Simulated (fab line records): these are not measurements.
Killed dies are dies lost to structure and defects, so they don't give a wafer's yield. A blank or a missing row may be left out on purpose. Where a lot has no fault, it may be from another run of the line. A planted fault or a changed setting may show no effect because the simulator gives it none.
2 desks, one fault || flow sky130 || what lay behind the numbers comes last; until then each desk has only its own

FROM THE METROLOGY DESK
Lot by lot, what the gauges showed, no matter which tool ran the lot: averages of those sampled wafers that carry a number. If a lot's mean is further than 4 standard deviations from the usual mean, the lot is out of limits and carries the mark OUT (the distance appears in the brackets). Readings shown: 7 of its 8, picked as those furthest out on some lot.
Columns: A = CONTACT_W_RS at SKY_CONTACT_RS_MEAS_25, usual 0.338 ohm/sq; B = CONTACT_W_THK at SKY_CONTACT_THK_MEAS_26, usual 336 nm; C = METAL1_ALCU_RS at SKY_METAL1_RS_MEAS_05, usual 0.1265 ohm/sq; D = METAL1_ALCU_THK at SKY_METAL1_THK_MEAS_06, usual 251.1 nm; E = cd nm at SKY_METAL1_CD_MEAS_15, usual 139.9 nm; F = VIA1_HDPCVD_THK at SKY_VIA1_THK_MEAS_01, usual 1055 nm; G = VIA1_BOW at SKY_VIA1_BOW_MEAS_03, usual 80 um
{"lot": "L611", "first seen here": "day 34 03:27", "A": 0.333, "B": 341, "C": 0.1272, "D": 250.7, "E": 142.3, "F": 1049, "G": 74}
{"lot": "L615", "first seen here": "day 35 03:56", "A": 0.337, "B": 338, "C": 0.1245, "D": 256.0, "E": 142.9, "F": 1068, "G": 78}
{"lot": "L617", "first seen here": "day 36 02:14", "A": 0.337, "B": 338, "C": 0.1260, "D": 252.0, "E": 137.9, "F": 1061, "G": 87}
{"lot": "L618", "first seen here": "day 36 11:22", "A": 0.338, "B": 339, "C": 0.1270, "D": 249.4, "E": 141.5, "F": 1053, "G": 74}
{"lot": "L625", "first seen here": "day 38 06:16", "A": 0.340, "B": 336, "C": 0.1274, "D": 248.7, "E": 138.5, "F": 1050, "G": 84}
Result from this desk: across the 5 lots, nothing is out of limits.

THE TOOL OWNER'S DESK: pvd sputter-04
The tool's own readings at SKY_METAL1_SPUTTER_02 (material AlCu, target thk 250 nm, time 13.3 s): means of the sampled wafers that have a number, for each lot that ran on this tool. If a lot's mean is further than 4 standard deviations from the usual mean, the lot is out of limits and carries the mark OUT (the distance appears in the brackets).
Columns: A = throttle valve pct at SKY_METAL1_SPUTTER_02, usual 30.2 %
{"lot": "L611", "first seen here": "day 34 04:17", "A": 30.3}
{"lot": "L618", "first seen here": "day 36 11:53", "A": 30.4}
Result from this desk: across the 2 lots, nothing is out of limits.

TAKEN TOGETHER
From the metrology desk's view, nothing was out of limits.
Nothing out of limits was seen by the tool owner's desk.

WHAT HAD BEEN PUT IN BY THE SIMULATOR
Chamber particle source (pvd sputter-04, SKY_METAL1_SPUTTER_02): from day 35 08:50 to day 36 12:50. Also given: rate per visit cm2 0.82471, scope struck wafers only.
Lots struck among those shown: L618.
